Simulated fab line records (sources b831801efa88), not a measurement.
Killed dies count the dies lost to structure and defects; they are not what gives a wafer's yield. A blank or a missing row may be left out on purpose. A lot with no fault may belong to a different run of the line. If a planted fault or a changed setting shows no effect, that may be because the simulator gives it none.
fab line records	flow sky130
record: lots: 6	wafers: 18	lastDay: 51
route steps=708 shown VIA2@526 METAL3@532 CAPM@537 PAD_OPEN@708
lots untouched by any fault: they come from a run of this same line in which no faults occurred
startH: hours from the record's opening day to when the first of the lot's shown wafers began	waitH: hours elapsed since this lot's preceding step	" unchanged from the row above	L1.1+2: one row covering several wafers at once	- no value present, or no start provided	* or withheld: withheld	< > ~ a bound
route shown NAME@n: a module of which the file shows steps, and the number in the route of the first	usual: mean/standard deviation taken from wafers without a fault	same: alike in all rows	chamber/n: place in a boat	sites: readings site by site	_std_site: the values' standard deviation	_edge_site: outer sites' mean less inner sites'	radiusMm: for every site, how far away it sits from the centre of the wafer	mask NAME#n: copy n	behind: tool/chamber where the wafer was last shaped	hold: why the lot was held/for how many hours/how that ended	device: transistor that didn't switch, given as n, p or np	end of line: at the end of the route, the tests of the same wafers	where a step has no rows: the recipe by itself	killed: at the first sort, the dies lost to defects and structure; wafer yield is something else	map: a wafer's dies, x killed, . not, _ none there
set.NAME: setting as actually run; set.NAME@STEP: the setting as run at that earlier step	model.NAME: the simulator's own value behind a step, which no gauge read
a table for each step, a row for each wafer; lots at some steps of the route
services: a tool's chamber out of use, with start hour (startH, from the record's first day; less than 0 if before it), hours out, and reason
== steps ==
step: SKY_VIA2_CLEAN_19
recipe: chemistry: O3/DIW	dry: n2Spin
step: SKY_VIA2_SPUTTER_20
recipe: material: TiN	targetThkNm: 20	chamberPressurePa: 5	powerW: 4000	timeS: 80
step: SKY_VIA2_CVD_21
recipe: material: W	targetThkNm: 420	timeS: 126.4	tempC: 400	pressureTorr: 40
step: SKY_VIA2_RS_MEAS_22
recipe: thkMeasGauge: four-point-probe	reads: W_of_VIA2_CVD_21+TiN_of_VIA2_SPUTTER_20
usual: VIA2_W_RS: 0.272/0.0055
lot.wafer	tool	chamber	startH	waitH	VIA2_W_RS[ohm/sq]
L338.2	filmMetro-03	-	925.68	0.1	0.267
L338.5	"	-	"	"	0.265
L338.6	"	-	"	"	0.279
L340.1	filmMetro-01	-	936.92	0.1	0.272
L340.4	"	-	"	"	0.272
L340.5	"	-	"	"	0.271
L345.1	filmMetro-01	-	980.07	0.1	0.275
L345.2	"	-	"	"	0.271
L345.4	"	-	"	"	0.273
L350.1	filmMetro-02	-	1020.36	0.1	0.277
L350.3	"	-	"	"	0.266
L350.5	"	-	"	"	0.275
L349.2	filmMetro-03	-	1021.49	0.1	0.272
L349.5	"	-	"	"	0.274
L349.6	"	-	"	"	0.275
L352.1	filmMetro-01	-	1026.09	0.1	0.273
L352.2	"	-	"	"	0.274
L352.3	"	-	"	"	0.275
step: SKY_VIA2_THK_MEAS_23
recipe: thkMeasGauge: xrf	reads: W_of_VIA2_CVD_21
usual: VIA2_W_THK: 408/9.1
lot.wafer	tool	chamber	startH	waitH	VIA2_W_THK[nm]
L338.2	filmMetro-03	-	925.79	0.1	413
L338.5	"	-	"	"	419
L338.6	"	-	"	"	398
L340.1	filmMetro-01	-	937.04	0.1	409
L340.4	"	-	"	"	408
L340.5	"	-	"	"	412
L345.1	filmMetro-01	-	980.19	0.1	403
L345.2	"	-	"	"	408
L345.4	"	-	"	"	404
L350.1	filmMetro-02	-	1020.48	0.1	402
L350.3	"	-	"	"	422
L350.5	"	-	"	"	408
L349.2	filmMetro-03	-	1021.60	0.1	408
L349.5	"	-	"	"	402
L349.6	"	-	"	"	403
L352.1	filmMetro-01	-	1026.21	0.1	403
L352.2	"	-	"	"	404
L352.3	"	-	"	"	399
step: SKY_VIA2_CMP_24
recipe: stopOn: SiO2	tOverpolishS: 20	downForcePsi: 3.5	platenRpm: 60	targetThkNm: 0	padVelocityMS: 0.94248
step: SKY_METAL3_SPUTTER_00
recipe: material: Ti	targetThkNm: 15	powerW: 3000	timeS: 10	chamberPressurePa: 0.4
usual: throttleValvePct: 29.5/0.9
lot.wafer	tool	chamber	startH	waitH	throttleValvePct
L338.2	pvdSputter-02	-	926.14	0.2	29.7
L338.5	"	-	"	"	29.5
L338.6	"	-	"	"	29.4
L340.1	pvdSputter-02	-	937.40	0.1	29.4
L340.4	"	-	"	"	29.7
L340.5	"	-	"	"	30.3
L345.1	pvdSputter-01	-	980.55	0.1	31.0
L345.2	"	-	"	"	30.1
L345.4	"	-	"	"	31.0
L350.1	pvdSputter-03	-	1020.98	0.1	28.3
L350.3	"	-	"	"	27.7
L350.5	"	-	"	"	28.2
L349.2	pvdSputter-02	-	1021.95	0.1	29.4
L349.5	"	-	"	"	30.3
L349.6	"	-	"	"	29.1
L352.1	pvdSputter-02	-	1026.57	0.1	29.4
L352.2	"	-	"	"	30.2
L352.3	"	-	"	"	29.4
step: SKY_METAL3_SPUTTER_01
recipe: material: TiN	targetThkNm: 20	powerW: 6500	timeS: 16.7	chamberPressurePa: 0.4
usual: throttleValvePct: 29.6/0.92
lot.wafer	tool	chamber	startH	waitH	throttleValvePct
L338.2	pvdSputter-02	-	926.16	0.0	29.2
L338.5	"	-	"	"	29.3
L338.6	"	-	"	"	29.5
L340.1	pvdSputter-02	-	937.42	0.0	29.5
L340.4	"	-	"	"	29.4
L340.5	"	-	"	"	30.1
L345.1	pvdSputter-01	-	980.57	0.0	31.1
L345.2	"	-	"	"	30.1
L345.4	"	-	"	"	30.9
L350.1	pvdSputter-03	-	1021.00	0.0	28.2
L350.3	"	-	"	"	27.5
L350.5	"	-	"	"	28.3
L349.2	pvdSputter-02	-	1021.97	0.0	29.3
L349.5	"	-	"	"	30.2
L349.6	"	-	"	"	29.6
L352.1	pvdSputter-02	-	1026.59	0.0	29.5
L352.2	"	-	"	"	30.5
L352.3	"	-	"	"	29.4
step: SKY_METAL3_SPUTTER_02
recipe: material: AlCu	targetThkNm: 735	powerW: 10600	timeS: 39.1	chamberPressurePa: 0.4
usual: throttleValvePct: 29.6/0.92
lot.wafer	tool	chamber	startH	waitH	throttleValvePct
L338.2	pvdSputter-02	-	926.19	0.0	29.4
L338.5	"	-	"	"	29.4
L338.6	"	-	"	"	29.5
L340.1	pvdSputter-02	-	937.45	0.0	29.6
L340.4	"	-	"	"	29.3
L340.5	"	-	"	"	30.4
L345.1	pvdSputter-01	-	980.60	0.0	31.1
L345.2	"	-	"	"	30.1
L345.4	"	-	"	"	31.0
L350.1	pvdSputter-03	-	1021.03	0.0	28.2
L350.3	"	-	"	"	27.5
L350.5	"	-	"	"	28.5
L349.2	pvdSputter-02	-	1022.00	0.0	29.6
L349.5	"	-	"	"	30.3
L349.6	"	-	"	"	29.5
L352.1	pvdSputter-02	-	1026.62	0.0	29.4
L352.2	"	-	"	"	30.6
L352.3	"	-	"	"	29.4
step: SKY_METAL3_SPUTTER_03
recipe: material: Ti	targetThkNm: 5	powerW: 3000	timeS: 3.3	chamberPressurePa: 0.4
step: SKY_METAL3_SPUTTER_04
recipe: material: TiN	targetThkNm: 70	powerW: 6500	timeS: 58.3	chamberPressurePa: 0.4
usual: throttleValvePct: 29.6/0.91
lot.wafer	tool	chamber	startH	waitH	throttleValvePct
L338.2	pvdSputter-02	-	926.24	0.0	29.6
L338.5	"	-	"	"	29.6
L338.6	"	-	"	"	29.5
L340.1	pvdSputter-02	-	937.50	0.0	29.2
L340.4	"	-	"	"	29.5
L340.5	"	-	"	"	30.2
L345.1	pvdSputter-01	-	980.65	0.0	30.8
L345.2	"	-	"	"	30.1
L345.4	"	-	"	"	30.9
L350.1	pvdSputter-03	-	1021.08	0.0	28.4
L350.3	"	-	"	"	27.6
L350.5	"	-	"	"	28.6
L349.2	pvdSputter-02	-	1022.06	0.0	29.4
L349.5	"	-	"	"	30.4
L349.6	"	-	"	"	29.6
L352.1	pvdSputter-02	-	1026.68	0.0	29.4
L352.2	"	-	"	"	30.5
L352.3	"	-	"	"	29.7
step: SKY_CAPM_CVD_00
recipe: material: SiO2	targetThkNm: 15.5	tempC: 400	timeS: withheld	rfW: 450
step: SKY_CAPM_THK_MEAS_01
recipe: reads: SiO2_of_CAPM_CVD_00
usual: CAPM_CVD_00_THK: 15.50/0.22
lot.wafer	tool	chamber	startH	waitH	CAPM_CVD_00_THK[nm]
L338.2	filmMetro-03	-	926.32	-	16.74
L338.5	"	-	"	"	16.95
L338.6	"	-	"	"	17.19
L340.1	filmMetro-03	-	937.58	-	17.02
L340.4	"	-	"	"	17.50
L340.5	"	-	"	"	17.32
L345.1	filmMetro-01	-	980.72	-	15.37
L345.2	"	-	"	"	15.30
L345.4	"	-	"	"	15.53
L350.1	filmMetro-01	-	1021.17	-	15.68
L350.3	"	-	"	"	15.76
L350.5	"	-	"	"	15.94
L349.2	filmMetro-04	-	1022.14	-	15.56
L349.5	"	-	"	"	15.78
L349.6	"	-	"	"	15.53
L352.1	filmMetro-04	-	1026.75	-	15.42
L352.2	"	-	"	"	15.70
L352.3	"	-	"	"	15.18
step: SKY_CAPM_SPUTTER_02
recipe: material: TiN	targetThkNm: 200	tempC: 300	powerW: 6500	timeS: 166.7	chamberPressurePa: 0.4
usual: susceptorTempC: 300.01/0.2	throttleValvePct: 29.7/1.1
lot.wafer	tool	chamber	startH	waitH	susceptorTempC	throttleValvePct
L338.2	pvdSputter-03	-	926.37	0.0	299.66	27.7
L338.5	"	-	"	"	299.84	31.5
L338.6	"	-	"	"	300.23	28.5
L340.1	pvdSputter-04	-	937.64	0.1	300.23	29.7
L340.4	"	-	"	"	299.87	31.5
L340.5	"	-	"	"	299.62	28.6
L345.1	pvdSputter-04	-	980.78	0.1	300.04	31.5
L345.2	"	-	"	"	299.98	28.9
L345.4	"	-	"	"	300.15	30.4
L350.1	pvdSputter-02	-	1021.23	0.1	299.81	29.3
L350.3	"	-	"	"	300.35	29.4
L350.5	"	-	"	"	299.86	29.4
L349.2	pvdSputter-03	-	1022.19	0.0	300.04	31.2
L349.5	"	-	"	"	299.91	28.3
L349.6	"	-	"	"	299.89	27.5
L352.1	pvdSputter-03	-	1026.81	0.1	299.79	31.2
L352.2	"	-	"	"	300.22	27.8
L352.3	"	-	"	"	300.22	28.6
step: SKY_PAD_OPEN_PROBE_99
usual: defectLimitedYield: 82.4/1.8	killed_at_M0_to_M3: 43/6.6	killed_at_M4_up: 3.1/1.9	killedAtContacts: 24/5.2	killedAtFrontEnd: 16/4.5	killedAtOther: 0.4/0.62	killedDies: 87/9	killedOpen: 48/7	killedShort: 39/6.2	sort_bin_3_pad_short: 0.9/0.44	sort_bin_5_function: 10.3/1.3	sort_bin_6_memory: 6.5/1.1	sortNPass: 405/9	sortYieldPct: 82.4/1.8
same: grossDies: 492	killedAtBackSide: 0	sort_bin_4_leakage[%]: 0	sort_bin_8_speed[%]: 0
lot.wafer	tool	chamber	startH	waitH	defectLimitedYield[%]	killed_at_M0_to_M3	killed_at_M4_up	killedAtContacts	killedAtFrontEnd	killedAtOther	killedDies	killedOpen	killedShort	sort_bin_3_pad_short[%]	sort_bin_5_function[%]	sort_bin_6_memory[%]	sortNPass	sortYieldPct[%]
L338.2	prober-01	-	1143.21	0.1	81.5	47	4	23	17	0	91	52	39	1.2	12.4	4.9	401	81.5
L338.5	prober-01	-	1143.36	0.2	80.3	45	1	26	24	1	97	53	43	1.8	10.4	7.5	395	80.3
L338.6	prober-01	-	1143.41	0.2	80.9	37	5	26	25	1	94	53	41	0.8	12.4	5.9	398	80.9
L345.1	prober-02	-	1183.17	0.1	85.0	34	4	18	18	0	74	45	29	0.8	10.0	4.3	418	85.0
L345.2	prober-02	-	1183.22	0.1	82.5	38	5	29	13	1	86	51	34	0.6	10.8	6.1	406	82.5
L345.4	prober-02	-	1183.32	0.2	82.5	44	1	23	18	0	86	54	32	0	11.0	6.5	406	82.5
L350.1	prober-01	-	1211.60	0.1	82.3	48	5	19	14	1	87	46	41	1.2	9.6	6.9	405	82.3
L350.3	prober-01	-	1211.70	0.2	80.7	52	5	28	9	1	95	58	37	1.4	12.2	5.7	397	80.7
L350.5	prober-01	-	1211.80	0.2	81.7	44	1	28	17	0	90	51	39	0.6	12.2	5.5	402	81.7
L349.2	prober-02	-	1213.21	0.1	82.9	50	1	21	11	1	84	47	37	1.2	10.6	5.3	408	82.9
L349.5	prober-02	-	1213.36	0.2	83.7	55	3	14	8	0	80	51	29	0	10.8	5.5	412	83.7
L349.6	prober-02	-	1213.41	0.2	83.7	49	5	19	7	0	80	36	44	1.2	9.3	5.7	412	83.7
killed by level:class
L338.2 VIA1:geometricParticle:open=12 CONTACT:geometricParticle:open=7 VIA2:geometricParticle:open=7 FIELD_ISO:geometricParticle:short=6 FIELD_ISO:geometricParticle:open=5 LI_CONTACT:geometricParticle:open=5 VIA2:geometricParticle:short=5 METAL2:geometricParticle:short=5
L338.5 FIELD_ISO:geometricParticle:open=8 VIA1:geometricParticle:open=8 LI_CONTACT:geometricParticle:open=7 CONTACT:geometricParticle:open=7 VIA2:geometricParticle:open=7 LOCAL_INTERCONNECT:geometricParticle:short=6 CONTACT:geometricParticle:short=6 VIA3:geometricParticle:open=5
L338.6 CONTACT:geometricParticle:open=10 VIA1:geometricParticle:open=9 LI_CONTACT:geometricParticle:open=9 FIELD_ISO:geometricParticle:open=8 POLY_GATE:geometricParticle:short=5 POLY_GATE:geometricParticle:open=5 CONTACT:geometricParticle:short=5 METAL2:geometricParticle:short=5
L345.1 METAL1:geometricParticle:short=8 VIA2:geometricParticle:open=7 POLY_GATE:geometricParticle:open=7 LI_CONTACT:geometricParticle:open=7 CONTACT:geometricParticle:open=6 VIA1:geometricParticle:short=5 FIELD_ISO:geometricParticle:open=5 SPACER:geometricParticle:open=3
L345.2 VIA1:geometricParticle:open=12 LI_CONTACT:geometricParticle:open=10 CONTACT:geometricParticle:open=7 VIA2:geometricParticle:open=6 CONTACT:geometricParticle:short=5 METAL2:geometricParticle:short=5 FIELD_ISO:geometricParticle:open=4 POLY_GATE:geometricParticle:open=4
L345.4 VIA2:geometricParticle:open=10 CONTACT:geometricParticle:open=8 POLY_GATE:geometricParticle:open=7 LI_CONTACT:geometricParticle:open=7 VIA1:geometricParticle:open=6 VIA3:geometricParticle:open=6 FIELD_ISO:geometricParticle:short=5 METAL1:geometricParticle:short=4
L350.1 VIA1:geometricParticle:open=15 METAL2:geometricParticle:short=10 CONTACT:geometricParticle:short=6 LI_CONTACT:geometricParticle:open=6 METAL1:geometricParticle:short=6 CONTACT:geometricParticle:open=5 VIA3:geometricParticle:open=5 POLY_GATE:geometricParticle:open=4
L350.3 VIA1:geometricParticle:open=19 CONTACT:geometricParticle:open=9 METAL2:geometricParticle:short=8 LI_CONTACT:geometricParticle:open=7 VIA3:geometricParticle:open=6 VIA1:geometricParticle:short=6 CONTACT:geometricParticle:short=5 LI_CONTACT:geometricParticle:short=3
L350.5 VIA1:geometricParticle:open=16 CONTACT:geometricParticle:open=8 LI_CONTACT:geometricParticle:open=7 VIA1:geometricParticle:short=6 FIELD_ISO:geometricParticle:short=5 CONTACT:geometricParticle:short=5 POLY_GATE:geometricParticle:short=4 METAL1:geometricParticle:short=4
L349.2 VIA1:geometricParticle:open=16 VIA1:geometricParticle:short=11 CONTACT:geometricParticle:open=10 POLY_GATE:geometricParticle:open=5 VIA3:geometricParticle:open=5 FIELD_ISO:geometricParticle:short=4 LI_CONTACT:geometricParticle:open=4 LI_CONTACT:geometricParticle:short=4
L349.5 VIA1:geometricParticle:open=15 VIA3:geometricParticle:open=9 CONTACT:geometricParticle:open=8 METAL2:geometricParticle:short=8 VIA2:geometricParticle:open=8 METAL1:geometricParticle:short=5 FIELD_ISO:geometricParticle:short=4 METAL2:geometricParticle:open=3
L349.6 VIA2:geometricParticle:open=7 VIA3:geometricParticle:open=7 CONTACT:geometricParticle:open=6 VIA1:geometricParticle:open=6 VIA1:geometricParticle:short=6 VIA3:geometricParticle:short=5 METAL1:geometricParticle:short=5 METAL2:geometricParticle:short=5
== services ==
tool	chamber	startH	hours	kind
pvdSputter-02	-	979.68	1.3	repair
== key ==
firstSign: step: SKY_CAPM_THK_MEAS_01	reading: CAPM_CVD_00_THK	direction: up	sigmas: 7.2	usual: 15.50	struck: 17.12
effect none on later readings
metAt SKY_CAPM_THK_MEAS_01
struckWafers L338.2,L338.5,L338.6,L340.1,L340.4,L340.5
fault: kind: metrologyMatchingOffset	tool: filmMetro-03	chamber: -	onsetH: 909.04	steps: SKY_CAPM_THK_MEAS_01	param: thkNm	offset: 1.575
